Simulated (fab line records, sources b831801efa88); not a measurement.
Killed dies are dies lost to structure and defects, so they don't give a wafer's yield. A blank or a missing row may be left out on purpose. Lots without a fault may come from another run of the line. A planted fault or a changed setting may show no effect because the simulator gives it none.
fab line records | flow sky130
record lots=13 wafers=39 last_day=50
route steps=708 shown LDD_LDN@299 LI_CONTACT@375
lots that met no fault: from a run of the same line without faults
start_h: hours from the record's first day to the start of the lot's first wafer shown | wait_h: hours since the lot's step before | " the same as in the row above | L1.1+2: a row that stands for several wafers | - no value, or no start given | * or withheld: withheld | < > ~ a bound
route shown NAME@n: a module of which the file shows steps, and the number in the route of the first | usual: mean/standard deviation of fault-free wafers | same: alike in all rows | chamber/n: place in a boat | sites: the reading at each site | _std_site: their standard deviation | _edge_site: outer sites' mean less inner sites' | radius_mm: how far each site lies from the wafer's centre | mask NAME#n: copy n | behind: the tool/chamber that last shaped the wafer | hold: why the lot was held/for how many hours/how that ended | device: the transistor (n, p or np) that didn't switch | end of line: the same wafers' tests at the end of the route | a step without rows: its recipe alone | killed: dies lost to structure and defects at the first sort, not the wafer's yield | map: a wafer's dies, x killed, . not, _ none there
set.NAME: the setting as run; set.NAME@STEP: as run at that earlier step | model.NAME: the simulator's own value behind a step, which no gauge read
steps of the route over a sample of lots; a table a step, a row a wafer
services: from which hour (start_h, from the record's first day; less than 0 if before it) a tool's chamber was out of use, for how many hours, and why
## steps
# step SKY_LDD_LDN_IMPLANT_10
# recipe species=As energy_kev=15 dose_cm2=1.237e+13 tilt_deg=withheld rotation_deg=203
# usual beam_energy_keV=14.999/0.0043 beam_on_s=9.99/0.19
# columns lot.wafer tool chamber start_h wait_h beam_energy_keV beam_on_s
L207.1 implanter-04 0 526.42 0.1 14.995 9.89
L207.3 " 0 " " 14.994 10.16
L207.4 " 0 " " 14.994 9.98
L208.1 implanter-04 0 529.62 0.1 14.999 10.10
L208.2 " 0 " " 15.004 9.69
L208.5 " 0 " " 15.002 9.78
L209.3 implanter-04 0 555.32 0.1 16.234 9.74
L209.4 " 0 " " 16.232 10.10
L209.5 " 0 " " 16.230 9.91
L211.1 implanter-04 0 571.57 0.1 16.238 10.13
L211.2 " 0 " " 16.239 10.24
L211.5 " 0 " " 16.236 9.78
L217.3 implanter-04 0 642.90 0.1 14.999 10.13
L217.5 " 0 " " 14.997 10.31
L217.6 " 0 " " 14.993 9.90
L219.2 implanter-01 0 643.18 0.1 15.001 9.77
L219.5 " 0 " " 15.003 9.83
L219.6 " 0 " " 14.997 9.96
L220.1 implanter-03 0 644.52 0.1 15.006 10.05
L220.2 " 0 " " 14.991 10.15
L220.4 " 0 " " 14.997 10.06
L222.2 implanter-04 0 662.63 0.1 14.995 9.67
L222.4 " 0 " " 15.002 9.79
L222.6 " 0 " " 15.008 9.88
L223.1 implanter-04 0 665.75 0.1 14.999 9.94
L223.3 " 0 " " 15.003 10.01
L223.5 " 0 " " 15.000 10.08
L224.2 implanter-03 0 669.33 0.1 14.992 10.04
L224.4 " 0 " " 14.999 9.77
L224.5 " 0 " " 14.994 10.14
L225.1 implanter-01 0 681.05 0.1 14.999 10.12
L225.2 " 0 " " 15.003 9.71
L225.3 " 0 " " 15.005 10.12
L226.2 implanter-01 0 685.03 0.1 14.994 9.95
L226.4 " 0 " " 14.994 9.93
L226.5 " 0 " " 14.993 10.16
L228.1 implanter-04 0 729.45 0.1 15.001 10.50
L228.3 " 0 " " 14.994 10.08
L228.5 " 0 " " 14.995 10.06
# step SKY_LI_CONTACT_OVL_MEAS_13
# usual LI_CONTACT_OVL=-3/5.2
# columns lot.wafer tool chamber start_h wait_h LI_CONTACT_OVL[nm]
L207.1 overlay-02 - 676.26 0.1 -7
L207.3 " - " " -8
L207.4 " - " " -1
L208.1 overlay-02 - 679.62 0.1 -6
L208.2 " - " " 1
L208.5 " - " " -5
L209.3 overlay-02 - 702.55 0.1 -7
L209.4 " - " " -6
L209.5 " - " " -2
L211.1 overlay-02 - 717.44 0.1 -8
L211.2 " - " " -4
L211.5 " - " " -5
L217.3 overlay-02 - 784.59 0.1 0
L217.5 " - " " -6
L217.6 " - " " -2
L219.2 overlay-02 - 785.23 0.1 -1
L219.5 " - " " -5
L219.6 " - " " -2
L220.1 overlay-02 - 787.12 0.1 5
L220.2 " - " " 0
L220.4 " - " " -2
L222.2 overlay-01 - 802.01 0.1 -7
L222.4 " - " " -6
L222.6 " - " " -12
L223.1 overlay-02 - 803.06 0.1 4
L223.3 " - " " -2
L223.5 " - " " 0
L224.2 overlay-01 - 807.28 0.1 -12
L224.4 " - " " -5
L224.5 " - " " 1
L225.1 overlay-02 - 822.16 0.1 -3
L225.2 " - " " -1
L225.3 " - " " -4
L226.2 overlay-02 - 822.81 0.1 -1
L226.4 " - " " -6
L226.5 " - " " -5
L228.1 overlay-02 - 866.46 0.1 -5
L228.3 " - " " -7
L228.5 " - " " -4
# step SKY_LI_CONTACT_STRIP_16
# recipe chemistry=O2/N2 power_w=1400 pressure_mtorr=1500 platen_temp_c=withheld o2_flow_sccm=3000 n2_flow_sccm=300 overash_fraction=0.5
# usual drypump_motor_current_A=5.6/0.47 oes_product_au=0.376/0.0052 strip_time_to_endpoint_s=3.49/0.048
# columns lot.wafer tool chamber start_h wait_h drypump_motor_current_A oes_product_au rf_hours_counter_h strip_time_to_endpoint_s
L207.1 plasma_asher-01 1 676.42 - 5.0 0.370 56 3.42
L207.3 " 0 " " 5.5 0.377 - 3.47
L207.4 " 1 " " 5.0 0.375 - 3.45
L208.1 plasma_asher-01 0 679.79 - 5.5 0.369 56 3.46
L208.2 " 1 " " 4.9 0.377 56 3.53
L208.5 " 1 " " 5.0 0.374 - 3.59
L209.3 plasma_asher-04 1 702.73 - 6.2 0.384 - 3.50
L209.4 " 0 " " 5.8 0.366 - 3.43
L209.5 " 1 " " 6.2 0.371 - 3.50
L211.1 plasma_asher-01 1 717.60 - 4.9 0.379 60 3.51
L211.2 " 0 " " 5.5 0.376 60 3.54
L211.5 " 0 " " 5.4 0.376 - 3.48
L217.3 plasma_asher-04 1 784.77 - 6.2 0.374 - 3.39
L217.5 " 0 " " 5.9 0.365 - 3.37
L217.6 " 1 " " 6.2 0.378 - 3.51
L219.2 plasma_asher-01 1 785.39 - 5.0 0.377 66 3.50
L219.5 " 1 " " 5.0 0.367 - 3.51
L219.6 " 0 " " 5.5 0.386 - 3.59
L220.1 plasma_asher-04 0 787.29 - 6.0 0.376 101 3.55
L220.2 " 1 " " 6.2 0.371 101 3.52
L220.4 " 0 " " 5.9 0.375 - 3.55
L222.2 plasma_asher-04 1 802.17 - 6.2 0.368 102 3.47
L222.4 " 1 " " 6.2 0.379 - 3.52
L222.6 " 1 " " 6.2 0.376 - 3.54
L223.1 plasma_asher-02 0 803.22 - 5.5 0.380 40 3.51
L223.3 " 1 " " 4.9 0.376 - 3.59
L223.5 " 0 " " 5.5 0.371 - 3.56
L224.2 plasma_asher-01 1 807.44 - 5.0 0.377 68 3.45
L224.4 " 0 " " 5.5 0.374 - 3.49
L224.5 " 0 " " 5.5 0.377 - 3.53
L225.1 plasma_asher-04 1 822.32 - 6.2 0.378 104 3.53
L225.2 " 0 " " 5.9 0.375 104 3.46
L225.3 " 1 " " 6.2 0.378 - 3.47
L226.2 plasma_asher-04 1 822.97 - 6.2 0.375 104 3.43
L226.4 " 0 " " 5.8 0.379 - 3.54
L226.5 " 1 " " 6.2 0.371 - 3.50
L228.1 plasma_asher-02 1 866.62 - 4.9 0.378 46 3.51
L228.3 " 0 " " 5.5 0.381 - 3.52
L228.5 " 1 " " 4.9 0.378 - 3.52
# step SKY_LI_CONTACT_CVD_21
# recipe material=W target_thk_nm=400 time_s=120.56 temp_c=400 pressure_torr=40
# usual heater_power_w=839/65
# columns lot.wafer tool chamber start_h wait_h heater_power_w
L207.1 cvd_w-01 1 676.85 0.0 913
L207.3 " 0 " " 757
L207.4 " 1 " " 905
L208.1 cvd_w-02 1 680.22 0.0 777
L208.2 " 1 " " 788
L208.5 " 1 " " 777
L209.3 cvd_w-01 0 703.17 0.1 778
L209.4 " 1 " " 921
L209.5 " 1 " " 904
L211.1 cvd_w-02 1 718.03 0.0 791
L211.2 " 0 " " 838
L211.5 " 0 " " 840
L217.3 cvd_w-02 0 785.21 0.1 850
L217.5 " 0 " " 852
L217.6 " 1 " " 772
L219.2 cvd_w-01 1 785.82 0.0 932
L219.5 " 1 " " 908
L219.6 " 0 " " 787
L220.1 cvd_w-01 0 787.89 0.0 788
L220.2 " 1 " " 931
L220.4 " 1 " " 941
L222.2 cvd_w-01 0 802.62 0.0 761
L222.4 " 0 " " 778
L222.6 " 0 " " 784
L223.1 cvd_w-02 0 803.65 0.0 835
L223.3 " 0 " " 855
L223.5 " 0 " " 842
L224.2 cvd_w-01 1 807.87 0.0 899
L224.4 " 1 " " 925
L224.5 " 0 " " 802
L225.1 cvd_w-02 1 822.75 0.0 789
L225.2 " 0 " " 854
L225.3 " 1 " " 778
L226.2 cvd_w-01 0 823.40 0.0 795
L226.4 " 1 " " 946
L226.5 " 1 " " 913
L228.1 cvd_w-02 1 867.07 0.0 779
L228.3 " 0 " " 840
L228.5 " 1 " " 785
## services
# columns tool chamber start_h hours kind
cvd_w-01 0 511.72 1.9 repair
cvd_w-02 - 525.27 0.6 repair
cvd_w-02 0 537.77 1.9 repair
cvd_w-02 1 546.86 2.4 repair
plasma_asher-01 - 550.72 28.1 pm
cvd_w-02 - 557.84 0.5 repair
implanter-04 - 577.77 3.9 repair
plasma_asher-01 - 592.95 2.8 pm
cvd_w-01 - 599.06 5.0 repair
implanter-04 - 624.51 1.7 repair
cvd_w-01 - 625.20 0.3 repair
cvd_w-01 - 671.19 0.5 repair
cvd_w-02 0 678.64 7.3 repair
plasma_asher-04 - 686.57 4.2 repair
implanter-01 - 692.82 1.7 repair
cvd_w-02 - 697.71 1.7 repair
implanter-04 - 721.71 2.1 pm
plasma_asher-01 - 764.31 3.1 repair
implanter-04 - 769.88 13.6 pm
implanter-04 - 814.08 4.7 pm
plasma_asher-04 - 847.56 7.3 repair
implanter-04 - 854.38 6.5 repair
cvd_w-02 - 861.30 0.8 repair
plasma_asher-01 - 865.53 14.6 pm
## key
first_sign step=SKY_LDD_LDN_IMPLANT_10 reading=beam_energy_keV direction=up sigmas=99+ usual=* struck=*
effect none on later readings
met_at SKY_LDD_LDN_IMPLANT_10
struck_lots L209,L211
tester_left_out L209,L211
not_acting_at SKY_LI_CONTACT_OVL_MEAS_13,SKY_LI_CONTACT_STRIP_16,SKY_LI_CONTACT_CVD_21
onset_between 529.62 555.32
fault kind=process_parameter_drift tool=implanter-04 chamber=- onset_h=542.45 steps=SKY_LDD_LDN_IMPLANT_10 channel=energy_kev offset=* shape=step end_h=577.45 acts_in=* stated=*
# tester_left_out: of these lots the tester's yield and bins aren't shown, on N5 and GAA mostly nor the transistor test; their killed dies are dies lost to structure and defects alone, not to doping, threshold or leakage, so they don't give the yield
